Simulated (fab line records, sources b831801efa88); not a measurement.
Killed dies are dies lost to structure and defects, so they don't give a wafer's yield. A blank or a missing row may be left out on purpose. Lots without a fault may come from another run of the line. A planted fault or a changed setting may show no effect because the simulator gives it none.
fab line records | flow gf180mcu
record lots=24 wafers=72 last_day=34
route steps=602 shown M2@376 V4@490 MIM@503 V5@565
lots that met no fault: from a run of the same line without faults
start_h: hours from the record's first day to the start of the lot's first wafer shown | wait_h: hours since the lot's step before | " the same as in the row above | L1.1+2: a row that stands for several wafers | - no value, or no start given | * or withheld: withheld | < > ~ a bound
route shown NAME@n: a module of which the file shows steps, and the number in the route of the first | usual: mean/standard deviation of fault-free wafers | same: alike in all rows | chamber/n: place in a boat | sites: the reading at each site | _std_site: their standard deviation | _edge_site: outer sites' mean less inner sites' | radius_mm: how far each site lies from the wafer's centre | mask NAME#n: copy n | behind: the tool/chamber that last shaped the wafer | hold: why the lot was held/for how many hours/how that ended | device: the transistor (n, p or np) that didn't switch | end of line: the same wafers' tests at the end of the route | a step without rows: its recipe alone | killed: dies lost to structure and defects at the first sort, not the wafer's yield | map: a wafer's dies, x killed, . not, _ none there
set.NAME: the setting as run; set.NAME@STEP: as run at that earlier step | model.NAME: the simulator's own value behind a step, which no gauge read
steps of the route over a sample of lots; a table a step, a row a wafer
services: from which hour (start_h, from the record's first day; less than 0 if before it) a tool's chamber was out of use, for how many hours, and why
## steps
# step GF_M2_CD_MEAS_14
# recipe target_cd_nm=280
# usual cd_nm=280.3/1.5
# columns lot.wafer tool chamber start_h wait_h cd_nm
L074.1 cd_sem-02 - 434.60 0.1 281.7
L074.4 " - " " 280.4
L074.6 " - " " 280.3
L075.1 cd_sem-01 - 439.49 0.1 279.0
L075.2 " - " " 276.6
L075.6 " - " " 277.9
L076.1 cd_sem-01 - 455.19 0.1 277.6
L076.2 " - " " 277.6
L076.4 " - " " 276.9
L077.2 cd_sem-01 - 467.31 0.1 282.9
L077.5 " - " " 283.1
L077.6 " - " " 281.6
L078.1 cd_sem-02 - 478.09 0.1 278.9
L078.2 " - " " 278.4
L078.3 " - " " 277.9
L079.2 cd_sem-02 - 485.41 0.1 277.6
L079.4 " - " " 278.0
L079.5 " - " " 279.3
L081.1 cd_sem-01 - 503.05 0.1 279.2
L081.2 " - " " 278.8
L081.3 " - " " 279.3
L080.1 cd_sem-01 - 505.44 0.1 281.3
L080.4 " - " " 281.9
L080.6 " - " " 282.0
L082.2 cd_sem-01 - 514.11 0.1 281.6
L082.4 " - " " 282.8
L082.5 " - " " 282.0
L083.2 cd_sem-01 - 520.32 0.1 280.4
L083.3 " - " " 280.3
L083.4 " - " " 280.4
L084.1 cd_sem-02 - 532.64 0.1 279.7
L084.2 " - " " 279.1
L084.4 " - " " 279.9
L085.2 cd_sem-02 - 537.61 0.1 281.1
L085.3 " - " " 281.8
L085.5 " - " " 280.9
L086.3 cd_sem-01 - 543.29 0.1 279.4
L086.5 " - " " 278.9
L086.6 " - " " 278.8
L087.3 cd_sem-02 - 556.89 0.1 282.0
L087.4 " - " " 280.1
L087.6 " - " " 281.8
L088.2 cd_sem-01 - 559.87 0.1 278.4
L088.4 " - " " 280.0
L088.5 " - " " 279.3
L089.1 cd_sem-01 - 568.40 0.1 279.4
L089.4 " - " " 279.7
L089.5 " - " " 280.3
L090.1 cd_sem-01 - 576.69 0.1 280.1
L090.4 " - " " 280.1
L090.6 " - " " 280.3
L091.2 cd_sem-01 - 581.60 0.1 283.1
L091.3 " - " " 282.6
L091.6 " - " " 281.9
L092.2 cd_sem-01 - 587.81 0.1 282.0
L092.5 " - " " 281.1
L092.6 " - " " 281.7
L093.2 cd_sem-01 - 594.47 0.1 278.1
L093.3 " - " " 279.0
L093.4 " - " " 279.2
L094.4 cd_sem-02 - 604.19 0.1 280.7
L094.5 " - " " 281.5
L094.6 " - " " 281.0
L095.1 cd_sem-02 - 614.63 0.1 282.5
L095.5 " - " " 281.9
L095.6 " - " " 280.6
L096.2 cd_sem-01 - 620.52 0.1 279.6
L096.3 " - " " 281.7
L096.5 " - " " 281.3
L097.1 cd_sem-01 - 623.75 0.1 280.1
L097.5 " - " " 280.6
L097.6 " - " " 279.9
# step GF_V4_CD_MEAS_14
# recipe target_cd_nm=260
# usual cd_nm=260.3/1.1
# columns lot.wafer tool chamber start_h wait_h cd_nm
L074.1 cd_sem-02 - 559.34 0.1 259.4
L074.4 " - " " 260.2
L074.6 " - " " 259.3
L075.1 cd_sem-01 - 563.33 0.1 261.7
L075.2 " - " " 261.9
L075.6 " - " " 260.9
L076.1 cd_sem-01 - 577.13 0.1 260.3
L076.2 " - " " 260.4
L076.4 " - " " 261.8
L077.2 cd_sem-01 - 588.71 0.1 261.2
L077.5 " - " " 261.7
L077.6 " - " " 262.1
L078.1 cd_sem-02 - 598.80 0.1 260.0
L078.2 " - " " 261.4
L078.3 " - " " 260.6
L079.2 cd_sem-02 - 603.86 0.1 259.1
L079.4 " - " " 259.3
L079.5 " - " " 259.2
L081.1 cd_sem-02 - 620.15 0.1 257.5
L081.2 " - " " 259.3
L081.3 " - " " 258.6
L080.1 cd_sem-01 - 623.40 0.1 259.3
L080.4 " - " " 259.3
L080.6 " - " " 259.8
L082.2 cd_sem-01 - 631.25 0.1 260.4
L082.4 " - " " 260.6
L082.5 " - " " 261.3
L083.2 cd_sem-01 - 634.45 0.1 259.3
L083.3 " - " " 259.2
L083.4 " - " " 259.0
L084.1 cd_sem-02 - 646.60 0.1 261.5
L084.2 " - " " 261.9
L084.4 " - " " 262.4
L085.2 cd_sem-02 - 650.35 0.1 260.5
L085.3 " - " " 260.8
L085.5 " - " " 260.9
L086.3 cd_sem-01 - 655.32 0.1 260.8
L086.5 " - " " 261.3
L086.6 " - " " 260.4
L087.3 cd_sem-01 - 667.42 0.1 261.7
L087.4 " - " " 261.6
L087.6 " - " " 261.0
L088.2 cd_sem-02 - 671.77 0.1 261.6
L088.4 " - " " 261.9
L088.5 " - " " 261.3
L089.1 cd_sem-01 - 677.23 0.1 258.0
L089.4 " - " " 258.5
L089.5 " - " " 258.9
L090.1 cd_sem-01 - 686.58 0.1 260.9
L090.4 " - " " 260.2
L090.6 " - " " 260.1
L091.2 cd_sem-02 - 688.95 0.1 261.6
L091.3 " - " " 260.5
L091.6 " - " " 259.6
L092.2 cd_sem-01 - 696.12 0.1 261.0
L092.5 " - " " 259.7
L092.6 " - " " 260.0
L093.2 cd_sem-01 - 700.77 0.1 259.2
L093.3 " - " " 259.9
L093.4 " - " " 259.3
L094.4 cd_sem-02 - 709.54 0.1 260.0
L094.5 " - " " 259.6
L094.6 " - " " 259.6
L095.1 cd_sem-01 - 718.78 0.1 260.0
L095.5 " - " " 260.6
L095.6 " - " " 260.4
L096.2 cd_sem-02 - 722.60 0.1 260.2
L096.3 " - " " 259.6
L096.5 " - " " 259.3
L097.1 cd_sem-01 - 725.83 0.1 261.0
L097.5 " - " " 261.9
L097.6 " - " " 259.9
# step GF_V4_THK_MEAS_25
# recipe thk_meas_gauge=xrf reads=W_of_V4_CVD_23
# usual V4_W_THK=356/5.7
# columns lot.wafer tool chamber start_h wait_h V4_W_THK[nm]
L074.1 film_metro-04 - 560.49 0.1 351
L074.4 " - " " 348
L074.6 " - " " 347
L075.1 film_metro-03 - 564.49 0.1 359
L075.2 " - " " 353
L075.6 " - " " 360
L076.1 film_metro-03 - 578.32 0.1 354
L076.2 " - " " 364
L076.4 " - " " 357
L077.2 film_metro-04 - 589.85 0.1 355
L077.5 " - " " 362
L077.6 " - " " 353
L078.1 film_metro-03 - 599.95 0.1 360
L078.2 " - " " 355
L078.3 " - " " 361
L079.2 film_metro-03 - 605.00 0.1 371
L079.4 " - " " 369
L079.5 " - " " 369
L081.1 film_metro-03 - 621.31 0.1 361
L081.2 " - " " 370
L081.3 " - " " 357
L080.1 film_metro-03 - 624.59 0.1 356
L080.4 " - " " 357
L080.6 " - " " 355
L082.2 film_metro-02 - 632.43 0.1 355
L082.4 " - " " 363
L082.5 " - " " 351
L083.2 film_metro-04 - 635.75 0.1 354
L083.3 " - " " 349
L083.4 " - " " 350
L084.1 film_metro-03 - 647.75 0.1 359
L084.2 " - " " 353
L084.4 " - " " 351
L085.2 film_metro-03 - 651.49 0.1 361
L085.3 " - " " 353
L085.5 " - " " 355
L086.3 film_metro-02 - 656.46 0.1 351
L086.5 " - " " 354
L086.6 " - " " 352
L087.3 film_metro-04 - 668.96 0.1 352
L087.4 " - " " 351
L087.6 " - " " 352
L088.2 film_metro-04 - 672.93 0.1 352
L088.4 " - " " 347
L088.5 " - " " 354
L089.1 film_metro-04 - 678.39 0.1 353
L089.4 " - " " 350
L089.5 " - " " 347
L090.1 film_metro-02 - 687.73 0.1 356
L090.4 " - " " 349
L090.6 " - " " 349
L091.2 film_metro-03 - 690.10 0.1 356
L091.3 " - " " 362
L091.6 " - " " 359
L092.2 film_metro-04 - 697.61 0.1 350
L092.5 " - " " 354
L092.6 " - " " 351
L093.2 film_metro-04 - 702.31 0.1 354
L093.3 " - " " 351
L093.4 " - " " 357
L094.4 film_metro-04 - 710.67 0.1 358
L094.5 " - " " 358
L094.6 " - " " 356
L095.1 film_metro-04 - 719.96 0.1 361
L095.5 " - " " 358
L095.6 " - " " 357
L096.2 film_metro-03 - 723.75 0.1 350
L096.3 " - " " 363
L096.5 " - " " 366
L097.1 film_metro-02 - 726.98 0.1 358
L097.5 " - " " 356
L097.6 " - " " 347
# step GF_MIM_SPUTTER_00
# recipe material=Ti target_thk_nm=37.5 arriving_ion_energy_ev=80 substrate_temp_c=200 chamber_pressure_pa=2 power_w=4000 time_s=150
# usual cathode_dc_power_W=4000.0/0.72 throttle_valve_pct=29.7/0.85
# columns lot.wafer tool chamber start_h wait_h cathode_dc_power_W throttle_valve_pct
L074.1 pvd_sputter-01 - 560.85 0.2 4000.6 29.4
L074.4 " - " " 4001.3 28.7
L074.6 " - " " 3999.9 28.4
L075.1 pvd_sputter-01 - 564.94 0.1 3999.6 29.3
L075.2 " - " " 3999.1 30.4
L075.6 " - " " 3998.5 28.6
L076.1 pvd_sputter-01 - 578.68 0.1 3999.8 29.3
L076.2 " - " " 4000.9 29.8
L076.4 " - " " 4001.0 28.9
L077.2 pvd_sputter-02 - 590.20 0.1 3999.7 28.9
L077.5 " - " " 3999.8 30.2
L077.6 " - " " 3998.5 28.6
L078.1 pvd_sputter-03 - 600.31 0.2 4000.8 29.7
L078.2 " - " " 3999.3 30.5
L078.3 " - " " 3999.7 31.9
L079.2 pvd_sputter-01 - 605.35 0.1 4000.1 29.8
L079.4 " - " " 3999.8 28.7
L079.5 " - " " 4000.5 29.7
L081.1 pvd_sputter-01 - 621.67 0.2 3999.4 30.7
L081.2 " - " " 4000.7 28.8
L081.3 " - " " 4000.4 29.6
L080.1 pvd_sputter-01 - 624.95 0.1 4000.2 30.4
L080.4 " - " " 3999.7 28.6
L080.6 " - " " 4000.7 29.7
L082.2 pvd_sputter-02 - 632.78 0.1 3999.3 30.0
L082.4 " - " " 3998.8 28.9
L082.5 " - " " 3999.3 29.3
L083.2 pvd_sputter-03 - 636.32 0.2 3998.4 30.2
L083.3 " - " " 3999.7 31.8
L083.4 " - " " 4001.5 31.6
L084.1 pvd_sputter-02 - 648.11 0.2 3999.2 28.6
L084.2 " - " " 3999.8 28.8
L084.4 " - " " 3999.6 29.8
L085.2 pvd_sputter-01 - 651.84 0.1 3999.8 30.3
L085.3 " - " " 3999.7 28.8
L085.5 " - " " 4001.0 30.3
L086.3 pvd_sputter-02 - 656.80 0.2 4000.3 28.9
L086.5 " - " " 3999.9 29.5
L086.6 " - " " 4000.4 28.8
L087.3 pvd_sputter-03 - 669.30 0.2 4000.0 31.7
L087.4 " - " " 4000.7 29.7
L087.6 " - " " 4000.1 30.2
L088.2 pvd_sputter-01 - 673.28 0.1 3999.1 29.4
L088.4 " - " " 3998.6 30.5
L088.5 " - " " 3999.6 30.5
L089.1 pvd_sputter-02 - 678.75 0.2 4000.1 29.2
L089.4 " - " " 3999.7 30.2
L089.5 " - " " 3999.8 28.7
L090.1 pvd_sputter-01 - 688.09 0.2 3999.1 30.5
L090.4 " - " " 4000.1 28.7
L090.6 " - " " 3999.6 29.5
L091.2 pvd_sputter-02 - 690.45 0.2 3998.8 29.0
L091.3 " - " " 4000.0 29.6
L091.6 " - " " 4001.7 28.7
L092.2 pvd_sputter-03 - 697.96 0.1 4000.6 31.4
L092.5 " - " " 3999.3 31.7
L092.6 " - " " 3999.5 30.0
L093.2 pvd_sputter-02 - 702.66 0.2 4000.3 28.9
L093.3 " - " " 4001.2 29.3
L093.4 " - " " 3999.5 30.0
L094.4 pvd_sputter-02 - 711.00 0.2 3999.8 29.5
L094.5 " - " " 3999.6 28.7
L094.6 " - " " 3999.7 29.9
L095.1 pvd_sputter-02 - 720.32 0.1 3999.9 29.2
L095.5 " - " " 3999.7 28.5
L095.6 " - " " 4000.5 29.7
L096.2 pvd_sputter-02 - 724.10 0.2 3999.5 30.0
L096.3 " - " " 4001.2 29.5
L096.5 " - " " 3999.8 28.6
L097.1 pvd_sputter-01 - 727.34 0.1 3999.4 28.4
L097.5 " - " " 3999.8 29.2
L097.6 " - " " 3999.6 29.9
# step GF_MIM_SPUTTER_07
# recipe material=TiN target_thk_nm=60 power_w=6500 time_s=50 chamber_pressure_pa=0.4
# usual cathode_dc_power_W=6500.1/1.1 throttle_valve_pct=30.1/0.98
# columns lot.wafer tool chamber start_h wait_h cathode_dc_power_W throttle_valve_pct
L074.1 pvd_sputter-03 - 561.19 0.1 6501.9 29.7
L074.4 " - " " 6500.4 31.8
L074.6 " - " " 6498.9 30.0
L075.1 pvd_sputter-03 - 565.25 0.1 6498.3 31.9
L075.2 " - " " 6501.7 29.7
L075.6 " - " " 6498.7 30.4
L076.1 pvd_sputter-03 - 579.00 0.1 6501.2 30.4
L076.2 " - " " 6500.5 31.3
L076.4 " - " " 6499.2 29.9
L077.2 pvd_sputter-01 - 590.51 0.0 6500.3 29.6
L077.5 " - " " 6499.1 30.4
L077.6 " - " " 6499.0 28.3
L078.1 pvd_sputter-03 - 600.62 0.1 6501.4 29.8
L078.2 " - " " 6499.9 31.9
L078.3 " - " " 6501.4 30.3
L079.2 pvd_sputter-02 - 605.66 0.0 6499.3 29.4
L079.4 " - " " 6501.3 29.0
L079.5 " - " " 6499.2 28.7
L081.1 pvd_sputter-02 - 621.98 0.1 6500.8 29.9
L081.2 " - " " 6497.6 28.8
L081.3 " - " " 6501.2 29.0
L080.1 pvd_sputter-02 - 625.26 0.1 6500.0 28.6
L080.4 " - " " 6500.5 29.8
L080.6 " - " " 6498.5 28.8
L082.2 pvd_sputter-03 - 633.10 0.0 6499.6 29.5
L082.4 " - " " 6501.8 30.1
L082.5 " - " " 6500.5 29.8
L083.2 pvd_sputter-02 - 636.64 0.0 6500.4 28.8
L083.3 " - " " 6498.5 29.5
L083.4 " - " " 6500.6 30.0
L084.1 pvd_sputter-03 - 648.42 0.1 6499.5 31.6
L084.2 " - " " 6500.5 31.7
L084.4 " - " " 6498.2 29.8
L085.2 pvd_sputter-02 - 652.16 0.0 6502.0 28.8
L085.3 " - " " 6498.2 28.8
L085.5 " - " " 6501.1 29.3
L086.3 pvd_sputter-01 - 657.12 0.0 6499.2 30.6
L086.5 " - " " 6499.8 29.7
L086.6 " - " " 6500.6 29.6
L087.3 pvd_sputter-01 - 669.61 0.0 6501.4 29.7
L087.4 " - " " 6501.2 30.5
L087.6 " - " " 6499.0 29.6
L088.2 pvd_sputter-02 - 673.59 0.0 6499.2 30.2
L088.4 " - " " 6500.4 29.8
L088.5 " - " " 6501.8 29.4
L089.1 pvd_sputter-01 - 679.06 0.1 6500.4 29.6
L089.4 " - " " 6499.0 28.8
L089.5 " - " " 6500.9 30.5
L090.1 pvd_sputter-01 - 688.41 0.1 6498.8 28.8
L090.4 " - " " 6499.3 29.5
L090.6 " - " " 6499.2 29.2
L091.2 pvd_sputter-03 - 690.77 0.0 6501.5 30.4
L091.3 " - " " 6499.4 31.9
L091.6 " - " " 6499.2 30.1
L092.2 pvd_sputter-03 - 698.27 0.0 6500.1 31.5
L092.5 " - " " 6499.7 32.0
L092.6 " - " " 6500.1 29.7
L093.2 pvd_sputter-03 - 702.98 0.0 6499.3 29.8
L093.3 " - " " 6499.7 31.6
L093.4 " - " " 6499.8 30.2
L094.4 pvd_sputter-01 - 711.32 0.0 6500.6 29.6
L094.5 " - " " 6501.0 29.7
L094.6 " - " " 6500.0 30.5
L095.1 pvd_sputter-03 - 720.64 0.1 6500.5 31.5
L095.5 " - " " 6500.3 30.2
L095.6 " - " " 6500.3 31.7
L096.2 pvd_sputter-01 - 724.42 0.0 6501.3 29.9
L096.3 " - " " 6501.6 29.4
L096.5 " - " " 6499.1 29.6
L097.1 pvd_sputter-03 - 727.66 0.1 6498.7 31.9
L097.5 " - " " 6502.6 31.8
L097.6 " - " " 6500.2 29.7
# step GF_V5_THK_MEAS_25
# recipe thk_meas_gauge=xrf reads=W_of_V5_CVD_23
# usual V5_W_THK=358/7.7
# columns lot.wafer tool chamber start_h wait_h V5_W_THK[nm]
L074.1 film_metro-01 - 628.47 0.1 356
L074.4 " - " " 355
L074.6 " - " " 357
L075.1 film_metro-02 - 631.95 0.1 351
L075.2 " - " " 363
L075.6 " - " " 365
L076.1 film_metro-01 - 644.99 0.1 363
L076.2 " - " " 360
L076.4 " - " " 357
L077.2 film_metro-01 - 655.35 0.1 357
L077.5 " - " " 366
L077.6 " - " " 356
L078.1 film_metro-03 - 664.30 0.1 365
L078.2 " - " " 353
L078.3 " - " " 360
L079.2 film_metro-02 - 669.00 0.1 359
L079.4 " - " " 350
L079.5 " - " " 350
L081.1 film_metro-02 - 683.81 0.1 344
L081.2 " - " " 347
L081.3 " - " " 345
L080.1 film_metro-03 - 685.64 0.1 367
L080.4 " - " " 358
L080.6 " - " " 355
L082.2 film_metro-03 - 694.44 0.1 361
L082.4 " - " " 363
L082.5 " - " " 360
L083.2 film_metro-02 - 697.92 0.1 348
L083.3 " - " " 339
L083.4 " - " " 349
L084.1 film_metro-03 - 708.00 0.1 373
L084.2 " - " " 362
L084.4 " - " " 361
L085.2 film_metro-01 - 712.07 0.1 365
L085.3 " - " " 365
L085.5 " - " " 363
L086.3 film_metro-02 - 717.02 0.1 354
L086.5 " - " " 359
L086.6 " - " " 350
L087.3 film_metro-01 - 726.69 0.1 360
L087.4 " - " " 366
L087.6 " - " " 361
L088.2 film_metro-02 - 731.97 0.1 354
L088.4 " - " " 346
L088.5 " - " " 345
L089.1 film_metro-03 - 736.41 0.1 359
L089.4 " - " " 363
L089.5 " - " " 358
L090.1 film_metro-01 - 744.71 0.1 360
L090.4 " - " " 359
L090.6 " - " " 359
L091.2 film_metro-02 - 747.62 0.1 355
L091.3 " - " " 357
L091.6 " - " " 361
L092.2 film_metro-02 - 754.12 0.1 359
L092.5 " - " " 357
L092.6 " - " " 349
L093.2 film_metro-01 - 758.63 0.1 371
L093.3 " - " " 372
L093.4 " - " " 367
L094.4 film_metro-01 - 764.84 0.1 372
L094.5 " - " " 368
L094.6 " - " " 371
L095.1 film_metro-02 - 774.25 0.1 351
L095.5 " - " " 343
L095.6 " - " " 350
L096.2 film_metro-01 - 777.90 0.1 361
L096.3 " - " " 370
L096.5 " - " " 366
L097.1 film_metro-02 - 779.49 0.1 343
L097.5 " - " " 349
L097.6 " - " " 349
## services
# columns tool chamber start_h hours kind
pvd_sputter-02 - 599.30 5.0 repair
pvd_sputter-03 3 648.52 - consumable_replace:kit
pvd_sputter-03 3 648.52 18.0 scheduled_down
pvd_sputter-03 3 648.52 18.0 vent_cycle
pvd_sputter-01 3 654.71 - consumable_replace:kit
pvd_sputter-01 3 654.71 18.0 scheduled_down
pvd_sputter-01 3 654.71 18.0 vent_cycle
pvd_sputter-02 1 673.69 - consumable_replace:kit
pvd_sputter-02 1 673.69 18.0 scheduled_down
pvd_sputter-02 1 673.69 18.0 vent_cycle
pvd_sputter-03 - 679.11 7.1 repair
pvd_sputter-03 - 688.03 0.5 repair
## key
fault none
